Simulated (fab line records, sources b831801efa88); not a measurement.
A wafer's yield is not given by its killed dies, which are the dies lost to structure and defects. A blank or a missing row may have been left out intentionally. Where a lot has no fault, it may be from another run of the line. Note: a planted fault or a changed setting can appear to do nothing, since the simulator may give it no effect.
fab line records || flow sfq_line
record: {"lots": 14, "wafers": 42, "last_day": 92}
route steps=325 shown M7@282
lots with no fault: from the same line, run without faults
start_h: start of the lot's first displayed wafer, in hours after the record's first day || wait_h: hours from the lot's prior step to this one || " as in the row above || L1.1+2: several wafers, shown together as one row || - no value, or no start given || * or withheld: withheld || < > ~ a bound
route shown NAME@n: a module of which the file shows steps, and the number in the route of the first || usual: mean/standard deviation of fault-free wafers || same: alike in all rows || chamber/n: place in a boat || sites: per-site readings || _std_site: how widely they spread, as a standard deviation || _edge_site: outer sites' mean less inner sites' || radius_mm: for every site, how far away it sits from the centre of the wafer || mask NAME#n: copy n || behind: the tool/chamber that last shaped the wafer || hold: what put the lot on hold/how long, in hours/how the hold closed || device: transistor that didn't switch, given as n, p or np || end of line: tests of these same wafers at the route's end || for a step that has no rows: nothing shown but its recipe || killed: dies that structure and defects cost at the first sort, which is not the same as the wafer's yield || map: per-die view of a wafer (x killed, . not killed, _ where there is no die)
set.NAME: the setting as run; set.NAME@STEP: as run at that earlier step || model.NAME: the simulator's own value behind a step, which no gauge read
the route's steps for a sample of lots (tables are steps, rows are wafers)
services: when a tool's chamber went out of use (start_h, in hours from the record's first day, below 0 if earlier), for how many hours, and the reason
== steps ==
step: SFQ_TRILAYER_M7_DEP_SPUTTER_175
recipe: {"material": "Nb", "base_pressure_pa": 1.33e-06, "chamber_pressure_pa": 0.1333, "substrate_temp_c": 20, "target_thk_nm": 200, "power_w": 2000, "time_s": 133.3}
usual: {"cathode_dc_power_W": "2000.0/0.39", "throttle_valve_pct": "30.0/0.88"}
{"lot.wafer": "L525.1", "tool": "pvd_sputter-03", "chamber": "-", "start_h": 1854.75, "wait_h": 0.0, "cathode_dc_power_W": 2000.4, "throttle_valve_pct": 31.7}
{"lot.wafer": "L525.3", "tool": "pvd_sputter-03", "chamber": "-", "start_h": 1854.75, "wait_h": 0.0, "cathode_dc_power_W": 1999.6, "throttle_valve_pct": 29.2}
{"lot.wafer": "L525.5", "tool": "pvd_sputter-03", "chamber": "-", "start_h": 1854.75, "wait_h": 0.0, "cathode_dc_power_W": 2000.6, "throttle_valve_pct": 30.2}
{"lot.wafer": "L528.1", "tool": "pvd_sputter-04", "chamber": "-", "start_h": 1860.75, "wait_h": 0.0, "cathode_dc_power_W": 1999.8, "throttle_valve_pct": 29.5}
{"lot.wafer": "L528.3", "tool": "pvd_sputter-04", "chamber": "-", "start_h": 1860.75, "wait_h": 0.0, "cathode_dc_power_W": 2001.0, "throttle_valve_pct": 30.4}
{"lot.wafer": "L528.4", "tool": "pvd_sputter-04", "chamber": "-", "start_h": 1860.75, "wait_h": 0.0, "cathode_dc_power_W": 2000.1, "throttle_valve_pct": 29.4}
{"lot.wafer": "L531.4", "tool": "pvd_sputter-05", "chamber": "-", "start_h": 1944.00, "wait_h": 0.0, "cathode_dc_power_W": 1999.7, "throttle_valve_pct": 28.7}
{"lot.wafer": "L531.5", "tool": "pvd_sputter-05", "chamber": "-", "start_h": 1944.00, "wait_h": 0.0, "cathode_dc_power_W": 1999.7, "throttle_valve_pct": 29.8}
{"lot.wafer": "L531.6", "tool": "pvd_sputter-05", "chamber": "-", "start_h": 1944.00, "wait_h": 0.0, "cathode_dc_power_W": 1999.9, "throttle_valve_pct": 29.4}
{"lot.wafer": "L532.3", "tool": "pvd_sputter-04", "chamber": "-", "start_h": 1950.00, "wait_h": 0.0, "cathode_dc_power_W": 2000.5, "throttle_valve_pct": 30.4}
{"lot.wafer": "L532.5", "tool": "pvd_sputter-04", "chamber": "-", "start_h": 1950.00, "wait_h": 0.0, "cathode_dc_power_W": 1999.4, "throttle_valve_pct": 30.5}
{"lot.wafer": "L532.6", "tool": "pvd_sputter-04", "chamber": "-", "start_h": 1950.00, "wait_h": 0.0, "cathode_dc_power_W": 2000.2, "throttle_valve_pct": 29.4}
{"lot.wafer": "L533.3", "tool": "pvd_sputter-05", "chamber": "-", "start_h": 1954.80, "wait_h": 0.0, "cathode_dc_power_W": 1999.6, "throttle_valve_pct": 29.3}
{"lot.wafer": "L533.5", "tool": "pvd_sputter-05", "chamber": "-", "start_h": 1954.80, "wait_h": 0.0, "cathode_dc_power_W": 2000.5, "throttle_valve_pct": 29.6}
{"lot.wafer": "L533.6", "tool": "pvd_sputter-05", "chamber": "-", "start_h": 1954.80, "wait_h": 0.0, "cathode_dc_power_W": 1999.9, "throttle_valve_pct": 29.2}
{"lot.wafer": "L537.3", "tool": "pvd_sputter-05", "chamber": "-", "start_h": 1969.20, "wait_h": 0.0, "cathode_dc_power_W": 2000.2, "throttle_valve_pct": 29.7}
{"lot.wafer": "L537.4", "tool": "pvd_sputter-05", "chamber": "-", "start_h": 1969.20, "wait_h": 0.0, "cathode_dc_power_W": 1999.9, "throttle_valve_pct": 29.4}
{"lot.wafer": "L537.6", "tool": "pvd_sputter-05", "chamber": "-", "start_h": 1969.20, "wait_h": 0.0, "cathode_dc_power_W": 2000.7, "throttle_valve_pct": 29.0}
{"lot.wafer": "L538.2", "tool": "pvd_sputter-04", "chamber": "-", "start_h": 1974.00, "wait_h": 0.0, "cathode_dc_power_W": 2000.1, "throttle_valve_pct": 29.1}
{"lot.wafer": "L538.3", "tool": "pvd_sputter-04", "chamber": "-", "start_h": 1974.00, "wait_h": 0.0, "cathode_dc_power_W": 2000.0, "throttle_valve_pct": 29.4}
{"lot.wafer": "L538.5", "tool": "pvd_sputter-04", "chamber": "-", "start_h": 1974.00, "wait_h": 0.0, "cathode_dc_power_W": 1999.4, "throttle_valve_pct": 30.4}
{"lot.wafer": "L540.2", "tool": "pvd_sputter-04", "chamber": "-", "start_h": 1987.20, "wait_h": 0.0, "cathode_dc_power_W": 2000.5, "throttle_valve_pct": 31.8}
{"lot.wafer": "L540.3", "tool": "pvd_sputter-04", "chamber": "-", "start_h": 1987.20, "wait_h": 0.0, "cathode_dc_power_W": 1999.6, "throttle_valve_pct": 30.4}
{"lot.wafer": "L540.4", "tool": "pvd_sputter-04", "chamber": "-", "start_h": 1987.20, "wait_h": 0.0, "cathode_dc_power_W": 2000.2, "throttle_valve_pct": 29.3}
{"lot.wafer": "L542.2", "tool": "pvd_sputter-05", "chamber": "-", "start_h": 2002.80, "wait_h": 0.0, "cathode_dc_power_W": 2479.6, "throttle_valve_pct": 29.2}
{"lot.wafer": "L542.5", "tool": "pvd_sputter-05", "chamber": "-", "start_h": 2002.80, "wait_h": 0.0, "cathode_dc_power_W": 2479.6, "throttle_valve_pct": 29.8}
{"lot.wafer": "L542.6", "tool": "pvd_sputter-05", "chamber": "-", "start_h": 2002.80, "wait_h": 0.0, "cathode_dc_power_W": 2479.7, "throttle_valve_pct": 29.3}
{"lot.wafer": "L543.3", "tool": "pvd_sputter-05", "chamber": "-", "start_h": 2005.20, "wait_h": 0.0, "cathode_dc_power_W": 2480.5, "throttle_valve_pct": 29.3}
{"lot.wafer": "L543.4", "tool": "pvd_sputter-05", "chamber": "-", "start_h": 2005.20, "wait_h": 0.0, "cathode_dc_power_W": 2479.8, "throttle_valve_pct": 29.9}
{"lot.wafer": "L543.6", "tool": "pvd_sputter-05", "chamber": "-", "start_h": 2005.20, "wait_h": 0.0, "cathode_dc_power_W": 2479.6, "throttle_valve_pct": 29.3}
{"lot.wafer": "L544.1", "tool": "pvd_sputter-04", "chamber": "-", "start_h": 2010.60, "wait_h": 0.0, "cathode_dc_power_W": 1999.9, "throttle_valve_pct": 29.2}
{"lot.wafer": "L544.5", "tool": "pvd_sputter-04", "chamber": "-", "start_h": 2010.60, "wait_h": 0.0, "cathode_dc_power_W": 2000.5, "throttle_valve_pct": 30.5}
{"lot.wafer": "L544.6", "tool": "pvd_sputter-04", "chamber": "-", "start_h": 2010.60, "wait_h": 0.0, "cathode_dc_power_W": 2000.2, "throttle_valve_pct": 29.3}
{"lot.wafer": "L545.2", "tool": "pvd_sputter-03", "chamber": "-", "start_h": 2015.40, "wait_h": 0.0, "cathode_dc_power_W": 1999.8, "throttle_valve_pct": 28.9}
{"lot.wafer": "L545.3", "tool": "pvd_sputter-03", "chamber": "-", "start_h": 2015.40, "wait_h": 0.0, "cathode_dc_power_W": 1999.9, "throttle_valve_pct": 30.1}
{"lot.wafer": "L545.5", "tool": "pvd_sputter-03", "chamber": "-", "start_h": 2015.40, "wait_h": 0.0, "cathode_dc_power_W": 1999.7, "throttle_valve_pct": 31.1}
{"lot.wafer": "L547.1", "tool": "pvd_sputter-03", "chamber": "-", "start_h": 2022.00, "wait_h": 0.0, "cathode_dc_power_W": 2000.0, "throttle_valve_pct": 30.7}
{"lot.wafer": "L547.2", "tool": "pvd_sputter-03", "chamber": "-", "start_h": 2022.00, "wait_h": 0.0, "cathode_dc_power_W": 2000.2, "throttle_valve_pct": 29.5}
{"lot.wafer": "L547.6", "tool": "pvd_sputter-03", "chamber": "-", "start_h": 2022.00, "wait_h": 0.0, "cathode_dc_power_W": 1999.7, "throttle_valve_pct": 29.9}
{"lot.wafer": "L548.1", "tool": "pvd_sputter-04", "chamber": "-", "start_h": 2025.60, "wait_h": 0.0, "cathode_dc_power_W": 2000.1, "throttle_valve_pct": 29.4}
{"lot.wafer": "L548.2", "tool": "pvd_sputter-04", "chamber": "-", "start_h": 2025.60, "wait_h": 0.0, "cathode_dc_power_W": 2000.1, "throttle_valve_pct": 30.1}
{"lot.wafer": "L548.6", "tool": "pvd_sputter-04", "chamber": "-", "start_h": 2025.60, "wait_h": 0.0, "cathode_dc_power_W": 2000.1, "throttle_valve_pct": 29.5}
step: SFQ_M7_RS_MEAS_943
recipe: {"thk_meas_gauge": "four-point-probe", "reads": "Nb_of_TRILAYER_M7_DEP_SPUTTER_175"}
usual: {"M7_NB_RS": "0.892/0.012"}
{"lot.wafer": "L525.1", "tool": "film_metro-04", "chamber": "-", "start_h": 1854.84, "wait_h": 0.0, "M7_NB_RS[ohm/sq]": 0.880}
{"lot.wafer": "L525.3", "tool": "film_metro-04", "chamber": "-", "start_h": 1854.84, "wait_h": 0.0, "M7_NB_RS[ohm/sq]": 0.882}
{"lot.wafer": "L525.5", "tool": "film_metro-04", "chamber": "-", "start_h": 1854.84, "wait_h": 0.0, "M7_NB_RS[ohm/sq]": 0.880}
{"lot.wafer": "L528.1", "tool": "film_metro-03", "chamber": "-", "start_h": 1860.84, "wait_h": 0.0, "M7_NB_RS[ohm/sq]": 0.871}
{"lot.wafer": "L528.3", "tool": "film_metro-03", "chamber": "-", "start_h": 1860.84, "wait_h": 0.0, "M7_NB_RS[ohm/sq]": 0.892}
{"lot.wafer": "L528.4", "tool": "film_metro-03", "chamber": "-", "start_h": 1860.84, "wait_h": 0.0, "M7_NB_RS[ohm/sq]": 0.884}
{"lot.wafer": "L531.4", "tool": "film_metro-01", "chamber": "-", "start_h": 1944.15, "wait_h": 0.1, "M7_NB_RS[ohm/sq]": 0.904}
{"lot.wafer": "L531.5", "tool": "film_metro-01", "chamber": "-", "start_h": 1944.15, "wait_h": 0.1, "M7_NB_RS[ohm/sq]": 0.893}
{"lot.wafer": "L531.6", "tool": "film_metro-01", "chamber": "-", "start_h": 1944.15, "wait_h": 0.1, "M7_NB_RS[ohm/sq]": 0.906}
{"lot.wafer": "L532.3", "tool": "film_metro-01", "chamber": "-", "start_h": 1950.13, "wait_h": 0.1, "M7_NB_RS[ohm/sq]": 0.898}
{"lot.wafer": "L532.5", "tool": "film_metro-01", "chamber": "-", "start_h": 1950.13, "wait_h": 0.1, "M7_NB_RS[ohm/sq]": 0.901}
{"lot.wafer": "L532.6", "tool": "film_metro-01", "chamber": "-", "start_h": 1950.13, "wait_h": 0.1, "M7_NB_RS[ohm/sq]": 0.885}
{"lot.wafer": "L533.3", "tool": "film_metro-01", "chamber": "-", "start_h": 1954.93, "wait_h": 0.1, "M7_NB_RS[ohm/sq]": 0.882}
{"lot.wafer": "L533.5", "tool": "film_metro-01", "chamber": "-", "start_h": 1954.93, "wait_h": 0.1, "M7_NB_RS[ohm/sq]": 0.889}
{"lot.wafer": "L533.6", "tool": "film_metro-01", "chamber": "-", "start_h": 1954.93, "wait_h": 0.1, "M7_NB_RS[ohm/sq]": 0.882}
{"lot.wafer": "L537.3", "tool": "film_metro-03", "chamber": "-", "start_h": 1969.33, "wait_h": 0.1, "M7_NB_RS[ohm/sq]": 0.893}
{"lot.wafer": "L537.4", "tool": "film_metro-03", "chamber": "-", "start_h": 1969.33, "wait_h": 0.1, "M7_NB_RS[ohm/sq]": 0.892}
{"lot.wafer": "L537.6", "tool": "film_metro-03", "chamber": "-", "start_h": 1969.33, "wait_h": 0.1, "M7_NB_RS[ohm/sq]": 0.891}
{"lot.wafer": "L538.2", "tool": "film_metro-04", "chamber": "-", "start_h": 1974.11, "wait_h": 0.1, "M7_NB_RS[ohm/sq]": 0.871}
{"lot.wafer": "L538.3", "tool": "film_metro-04", "chamber": "-", "start_h": 1974.11, "wait_h": 0.1, "M7_NB_RS[ohm/sq]": 0.878}
{"lot.wafer": "L538.5", "tool": "film_metro-04", "chamber": "-", "start_h": 1974.11, "wait_h": 0.1, "M7_NB_RS[ohm/sq]": 0.890}
{"lot.wafer": "L540.2", "tool": "film_metro-01", "chamber": "-", "start_h": 1987.31, "wait_h": 0.1, "M7_NB_RS[ohm/sq]": 0.890}
{"lot.wafer": "L540.3", "tool": "film_metro-01", "chamber": "-", "start_h": 1987.31, "wait_h": 0.1, "M7_NB_RS[ohm/sq]": 0.891}
{"lot.wafer": "L540.4", "tool": "film_metro-01", "chamber": "-", "start_h": 1987.31, "wait_h": 0.1, "M7_NB_RS[ohm/sq]": 0.878}
{"lot.wafer": "L542.2", "tool": "film_metro-03", "chamber": "-", "start_h": 2002.91, "wait_h": 0.1, "M7_NB_RS[ohm/sq]": 0.723}
{"lot.wafer": "L542.5", "tool": "film_metro-03", "chamber": "-", "start_h": 2002.91, "wait_h": 0.1, "M7_NB_RS[ohm/sq]": 0.718}
{"lot.wafer": "L542.6", "tool": "film_metro-03", "chamber": "-", "start_h": 2002.91, "wait_h": 0.1, "M7_NB_RS[ohm/sq]": 0.729}
{"lot.wafer": "L543.3", "tool": "film_metro-03", "chamber": "-", "start_h": 2005.33, "wait_h": 0.1, "M7_NB_RS[ohm/sq]": 0.721}
{"lot.wafer": "L543.4", "tool": "film_metro-03", "chamber": "-", "start_h": 2005.33, "wait_h": 0.1, "M7_NB_RS[ohm/sq]": 0.722}
{"lot.wafer": "L543.6", "tool": "film_metro-03", "chamber": "-", "start_h": 2005.33, "wait_h": 0.1, "M7_NB_RS[ohm/sq]": 0.728}
{"lot.wafer": "L544.1", "tool": "film_metro-03", "chamber": "-", "start_h": 2010.69, "wait_h": 0.0, "M7_NB_RS[ohm/sq]": 0.874}
{"lot.wafer": "L544.5", "tool": "film_metro-03", "chamber": "-", "start_h": 2010.69, "wait_h": 0.0, "M7_NB_RS[ohm/sq]": 0.885}
{"lot.wafer": "L544.6", "tool": "film_metro-03", "chamber": "-", "start_h": 2010.69, "wait_h": 0.0, "M7_NB_RS[ohm/sq]": 0.886}
{"lot.wafer": "L545.2", "tool": "film_metro-03", "chamber": "-", "start_h": 2015.51, "wait_h": 0.1, "M7_NB_RS[ohm/sq]": 0.906}
{"lot.wafer": "L545.3", "tool": "film_metro-03", "chamber": "-", "start_h": 2015.51, "wait_h": 0.1, "M7_NB_RS[ohm/sq]": 0.903}
{"lot.wafer": "L545.5", "tool": "film_metro-03", "chamber": "-", "start_h": 2015.51, "wait_h": 0.1, "M7_NB_RS[ohm/sq]": 0.912}
{"lot.wafer": "L547.1", "tool": "film_metro-01", "chamber": "-", "start_h": 2022.09, "wait_h": 0.0, "M7_NB_RS[ohm/sq]": 0.885}
{"lot.wafer": "L547.2", "tool": "film_metro-01", "chamber": "-", "start_h": 2022.09, "wait_h": 0.0, "M7_NB_RS[ohm/sq]": 0.891}
{"lot.wafer": "L547.6", "tool": "film_metro-01", "chamber": "-", "start_h": 2022.09, "wait_h": 0.0, "M7_NB_RS[ohm/sq]": 0.890}
{"lot.wafer": "L548.1", "tool": "film_metro-03", "chamber": "-", "start_h": 2025.69, "wait_h": 0.0, "M7_NB_RS[ohm/sq]": 0.891}
{"lot.wafer": "L548.2", "tool": "film_metro-03", "chamber": "-", "start_h": 2025.69, "wait_h": 0.0, "M7_NB_RS[ohm/sq]": 0.900}
{"lot.wafer": "L548.6", "tool": "film_metro-03", "chamber": "-", "start_h": 2025.69, "wait_h": 0.0, "M7_NB_RS[ohm/sq]": 0.888}
step: SFQ_TRILAYER_M7_ETCH_METAL_ETCH_180
recipe: {"target": "Nb", "stop_on": "SiO2", "mask_material": "PR", "chemistry": "Cl2/Ar", "target_depth_nm": 240, "icp_w": 600, "bias_w": 80, "pressure_mtorr": 10, "time_s": 120}
usual: {"drypump_motor_current_A": "5.3/0.38", "oes_product_au": "0.894/0.0077"}
{"lot.wafer": "L525.1", "tool": "rie_metal-04", "chamber": 1, "start_h": 1944.30, "wait_h": 0.0, "drypump_motor_current_A": 5.3, "oes_product_au": 0.902, "rf_hours_counter_h": 89}
{"lot.wafer": "L525.3", "tool": "rie_metal-04", "chamber": 0, "start_h": 1944.30, "wait_h": 0.0, "drypump_motor_current_A": 5.1, "oes_product_au": 0.898, "rf_hours_counter_h": "-"}
{"lot.wafer": "L525.5", "tool": "rie_metal-04", "chamber": 1, "start_h": 1944.30, "wait_h": 0.0, "drypump_motor_current_A": 5.3, "oes_product_au": 0.899, "rf_hours_counter_h": "-"}
{"lot.wafer": "L528.1", "tool": "rie_metal-02", "chamber": 1, "start_h": 1951.50, "wait_h": 0.0, "drypump_motor_current_A": 4.7, "oes_product_au": 0.913, "rf_hours_counter_h": 93}
{"lot.wafer": "L528.3", "tool": "rie_metal-02", "chamber": 1, "start_h": 1951.50, "wait_h": 0.0, "drypump_motor_current_A": 4.7, "oes_product_au": 0.894, "rf_hours_counter_h": "-"}
{"lot.wafer": "L528.4", "tool": "rie_metal-02", "chamber": 0, "start_h": 1951.50, "wait_h": 0.0, "drypump_motor_current_A": 5.7, "oes_product_au": 0.893, "rf_hours_counter_h": "-"}
{"lot.wafer": "L531.4", "tool": "rie_metal-01", "chamber": 1, "start_h": 2042.79, "wait_h": 0.1, "drypump_motor_current_A": 5.4, "oes_product_au": 0.890, "rf_hours_counter_h": "-"}
{"lot.wafer": "L531.5", "tool": "rie_metal-01", "chamber": 1, "start_h": 2042.79, "wait_h": 0.1, "drypump_motor_current_A": 5.4, "oes_product_au": 0.901, "rf_hours_counter_h": "-"}
{"lot.wafer": "L531.6", "tool": "rie_metal-01", "chamber": 0, "start_h": 2042.79, "wait_h": 0.1, "drypump_motor_current_A": 5.9, "oes_product_au": 0.884, "rf_hours_counter_h": "-"}
{"lot.wafer": "L532.3", "tool": "rie_metal-02", "chamber": 1, "start_h": 2046.39, "wait_h": 0.1, "drypump_motor_current_A": 4.7, "oes_product_au": 0.896, "rf_hours_counter_h": "-"}
{"lot.wafer": "L532.5", "tool": "rie_metal-02", "chamber": 1, "start_h": 2046.39, "wait_h": 0.1, "drypump_motor_current_A": 4.7, "oes_product_au": 0.889, "rf_hours_counter_h": "-"}
{"lot.wafer": "L532.6", "tool": "rie_metal-02", "chamber": 0, "start_h": 2046.39, "wait_h": 0.1, "drypump_motor_current_A": 5.6, "oes_product_au": 0.897, "rf_hours_counter_h": "-"}
{"lot.wafer": "L533.3", "tool": "rie_metal-01", "chamber": 0, "start_h": 2051.19, "wait_h": 0.1, "drypump_motor_current_A": 5.9, "oes_product_au": 0.894, "rf_hours_counter_h": "-"}
{"lot.wafer": "L533.5", "tool": "rie_metal-01", "chamber": 1, "start_h": 2051.19, "wait_h": 0.1, "drypump_motor_current_A": 5.4, "oes_product_au": 0.895, "rf_hours_counter_h": "-"}
{"lot.wafer": "L533.6", "tool": "rie_metal-01", "chamber": 0, "start_h": 2051.19, "wait_h": 0.1, "drypump_motor_current_A": 5.8, "oes_product_au": 0.910, "rf_hours_counter_h": "-"}
{"lot.wafer": "L537.3", "tool": "rie_metal-02", "chamber": 0, "start_h": 2066.79, "wait_h": 0.1, "drypump_motor_current_A": 5.7, "oes_product_au": 0.898, "rf_hours_counter_h": "-"}
{"lot.wafer": "L537.4", "tool": "rie_metal-02", "chamber": 1, "start_h": 2066.79, "wait_h": 0.1, "drypump_motor_current_A": 4.7, "oes_product_au": 0.885, "rf_hours_counter_h": "-"}
{"lot.wafer": "L537.6", "tool": "rie_metal-02", "chamber": 1, "start_h": 2066.79, "wait_h": 0.1, "drypump_motor_current_A": 4.7, "oes_product_au": 0.897, "rf_hours_counter_h": "-"}
{"lot.wafer": "L538.2", "tool": "rie_metal-02", "chamber": 1, "start_h": 2070.35, "wait_h": 0.0, "drypump_motor_current_A": 4.7, "oes_product_au": 0.902, "rf_hours_counter_h": 109}
{"lot.wafer": "L538.3", "tool": "rie_metal-02", "chamber": 0, "start_h": 2070.35, "wait_h": 0.0, "drypump_motor_current_A": 5.6, "oes_product_au": 0.900, "rf_hours_counter_h": "-"}
{"lot.wafer": "L538.5", "tool": "rie_metal-02", "chamber": 0, "start_h": 2070.35, "wait_h": 0.0, "drypump_motor_current_A": 5.7, "oes_product_au": 0.896, "rf_hours_counter_h": "-"}
{"lot.wafer": "L540.2", "tool": "rie_metal-02", "chamber": 0, "start_h": 2081.15, "wait_h": 0.0, "drypump_motor_current_A": 5.7, "oes_product_au": 0.894, "rf_hours_counter_h": 107}
{"lot.wafer": "L540.3", "tool": "rie_metal-02", "chamber": 0, "start_h": 2081.15, "wait_h": 0.0, "drypump_motor_current_A": 5.7, "oes_product_au": 0.903, "rf_hours_counter_h": "-"}
{"lot.wafer": "L540.4", "tool": "rie_metal-02", "chamber": 1, "start_h": 2081.15, "wait_h": 0.0, "drypump_motor_current_A": 4.7, "oes_product_au": 0.895, "rf_hours_counter_h": "-"}
{"lot.wafer": "L542.2", "tool": "rie_metal-02", "chamber": 0, "start_h": 2088.35, "wait_h": 0.0, "drypump_motor_current_A": 5.7, "oes_product_au": 0.997, "rf_hours_counter_h": 108}
{"lot.wafer": "L542.5", "tool": "rie_metal-02", "chamber": 1, "start_h": 2088.35, "wait_h": 0.0, "drypump_motor_current_A": 4.7, "oes_product_au": 1.009, "rf_hours_counter_h": "-"}
{"lot.wafer": "L542.6", "tool": "rie_metal-02", "chamber": 0, "start_h": 2088.35, "wait_h": 0.0, "drypump_motor_current_A": 5.7, "oes_product_au": 0.988, "rf_hours_counter_h": "-"}
{"lot.wafer": "L543.3", "tool": "rie_metal-02", "chamber": 0, "start_h": 2090.79, "wait_h": 0.1, "drypump_motor_current_A": 5.7, "oes_product_au": 0.995, "rf_hours_counter_h": "-"}
{"lot.wafer": "L543.4", "tool": "rie_metal-02", "chamber": 1, "start_h": 2090.79, "wait_h": 0.1, "drypump_motor_current_A": 4.7, "oes_product_au": 1.000, "rf_hours_counter_h": "-"}
{"lot.wafer": "L543.6", "tool": "rie_metal-02", "chamber": 1, "start_h": 2090.79, "wait_h": 0.1, "drypump_motor_current_A": 4.7, "oes_product_au": 0.998, "rf_hours_counter_h": "-"}
{"lot.wafer": "L544.1", "tool": "rie_metal-01", "chamber": 1, "start_h": 2099.21, "wait_h": 0.1, "drypump_motor_current_A": 5.4, "oes_product_au": 0.906, "rf_hours_counter_h": 60}
{"lot.wafer": "L544.5", "tool": "rie_metal-01", "chamber": 1, "start_h": 2099.21, "wait_h": 0.1, "drypump_motor_current_A": 5.4, "oes_product_au": 0.897, "rf_hours_counter_h": "-"}
{"lot.wafer": "L544.6", "tool": "rie_metal-01", "chamber": 1, "start_h": 2099.21, "wait_h": 0.1, "drypump_motor_current_A": 5.4, "oes_product_au": 0.900, "rf_hours_counter_h": "-"}
{"lot.wafer": "L545.2", "tool": "rie_metal-01", "chamber": 1, "start_h": 2106.47, "wait_h": 0.0, "drypump_motor_current_A": 5.4, "oes_product_au": 0.887, "rf_hours_counter_h": 61}
{"lot.wafer": "L545.3", "tool": "rie_metal-01", "chamber": 0, "start_h": 2106.47, "wait_h": 0.0, "drypump_motor_current_A": 5.8, "oes_product_au": 0.889, "rf_hours_counter_h": "-"}
{"lot.wafer": "L545.5", "tool": "rie_metal-01", "chamber": 0, "start_h": 2106.47, "wait_h": 0.0, "drypump_motor_current_A": 5.8, "oes_product_au": 0.888, "rf_hours_counter_h": "-"}
{"lot.wafer": "L547.1", "tool": "rie_metal-01", "chamber": 0, "start_h": 2111.27, "wait_h": 0.0, "drypump_motor_current_A": 5.9, "oes_product_au": 0.893, "rf_hours_counter_h": 37}
{"lot.wafer": "L547.2", "tool": "rie_metal-01", "chamber": 1, "start_h": 2111.27, "wait_h": 0.0, "drypump_motor_current_A": 5.4, "oes_product_au": 0.891, "rf_hours_counter_h": 62}
{"lot.wafer": "L547.6", "tool": "rie_metal-01", "chamber": 0, "start_h": 2111.27, "wait_h": 0.0, "drypump_motor_current_A": 5.9, "oes_product_au": 0.888, "rf_hours_counter_h": "-"}
{"lot.wafer": "L548.1", "tool": "rie_metal-04", "chamber": 0, "start_h": 2112.47, "wait_h": 0.0, "drypump_motor_current_A": 5.1, "oes_product_au": 0.902, "rf_hours_counter_h": 9}
{"lot.wafer": "L548.2", "tool": "rie_metal-04", "chamber": 1, "start_h": 2112.47, "wait_h": 0.0, "drypump_motor_current_A": 5.3, "oes_product_au": 0.890, "rf_hours_counter_h": 121}
{"lot.wafer": "L548.6", "tool": "rie_metal-04", "chamber": 1, "start_h": 2112.47, "wait_h": 0.0, "drypump_motor_current_A": 5.3, "oes_product_au": 0.894, "rf_hours_counter_h": "-"}
== services ==
{"tool": "pvd_sputter-03", "chamber": "-", "start_h": 1833.93, "hours": 11.9, "kind": "repair"}
{"tool": "pvd_sputter-05", "chamber": "-", "start_h": 1870.22, "hours": 3.8, "kind": "repair"}
{"tool": "rie_metal-04", "chamber": "-", "start_h": 1887.24, "hours": 1.9, "kind": "repair"}
{"tool": "rie_metal-04", "chamber": 1, "start_h": 1889.41, "hours": 12.1, "kind": "repair"}
{"tool": "rie_metal-02", "chamber": 1, "start_h": 1897.77, "hours": 7.3, "kind": "repair"}
{"tool": "rie_metal-02", "chamber": "-", "start_h": 1922.34, "hours": 28.1, "kind": "pm"}
{"tool": "pvd_sputter-04", "chamber": "-", "start_h": 1954.19, "hours": 7.0, "kind": "repair"}
{"tool": "pvd_sputter-05", "chamber": 1, "start_h": 1959.50, "hours": "-", "kind": "consumable_replace:kit"}
{"tool": "pvd_sputter-05", "chamber": 1, "start_h": 1959.50, "hours": 18.0, "kind": "scheduled_down"}
{"tool": "pvd_sputter-05", "chamber": 1, "start_h": 1959.50, "hours": 18.0, "kind": "vent_cycle"}
{"tool": "pvd_sputter-04", "chamber": "-", "start_h": 1965.65, "hours": 6.8, "kind": "repair"}
{"tool": "rie_metal-01", "chamber": "-", "start_h": 1977.70, "hours": 1.4, "kind": "pm"}
{"tool": "rie_metal-04", "chamber": 0, "start_h": 1979.66, "hours": 8.0, "kind": "repair"}
{"tool": "rie_metal-04", "chamber": 0, "start_h": 1997.42, "hours": 15.0, "kind": "repair"}
{"tool": "rie_metal-02", "chamber": "-", "start_h": 2012.62, "hours": 0.6, "kind": "repair"}
{"tool": "rie_metal-04", "chamber": 0, "start_h": 2013.15, "hours": "-", "kind": "clean"}
{"tool": "rie_metal-04", "chamber": 0, "start_h": 2013.15, "hours": "-", "kind": "consumable_replace:esc"}
{"tool": "rie_metal-04", "chamber": 0, "start_h": 2013.15, "hours": "-", "kind": "consumable_replace:focus_ring"}
{"tool": "pvd_sputter-05", "chamber": "-", "start_h": 2014.29, "hours": 1.5, "kind": "repair"}
{"tool": "rie_metal-02", "chamber": "-", "start_h": 2017.25, "hours": 2.8, "kind": "pm"}
{"tool": "pvd_sputter-03", "chamber": 2, "start_h": 2043.19, "hours": "-", "kind": "consumable_replace:kit"}
{"tool": "pvd_sputter-03", "chamber": 2, "start_h": 2043.19, "hours": 18.0, "kind": "scheduled_down"}
{"tool": "pvd_sputter-03", "chamber": 2, "start_h": 2043.19, "hours": 18.0, "kind": "vent_cycle"}
{"tool": "pvd_sputter-05", "chamber": "-", "start_h": 2055.78, "hours": 10.1, "kind": "repair"}
== key ==
first_sign: {"step": "SFQ_TRILAYER_M7_DEP_SPUTTER_175", "reading": "cathode_dc_power_W", "direction": "up", "sigmas": "99+", "usual": 2000.0, "struck": 2479.8}
effect: {"step": "SFQ_M7_RS_MEAS_943", "reading": "M7_NB_RS", "direction": "down", "sigmas": 14, "usual": 0.892, "struck": 0.724}
effect: {"step": "SFQ_TRILAYER_M7_ETCH_METAL_ETCH_180", "reading": "oes_product_au", "direction": "up", "sigmas": 13, "usual": 0.894, "struck": 0.998}
met_at SFQ_TRILAYER_M7_DEP_SPUTTER_175
struck_lots L542,L543
onset_between 1969.20 2002.80
fault: {"kind": "process_parameter_drift", "tool": "pvd_sputter-05", "chamber": "-", "onset_h": 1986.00, "steps": "SFQ_TRILAYER_M7_DEP_SPUTTER_175", "channel": "power_w", "offset": 479.93, "shape": "step", "end_h": 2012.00, "acts_in": "these_recipes_only", "stated": 2000}
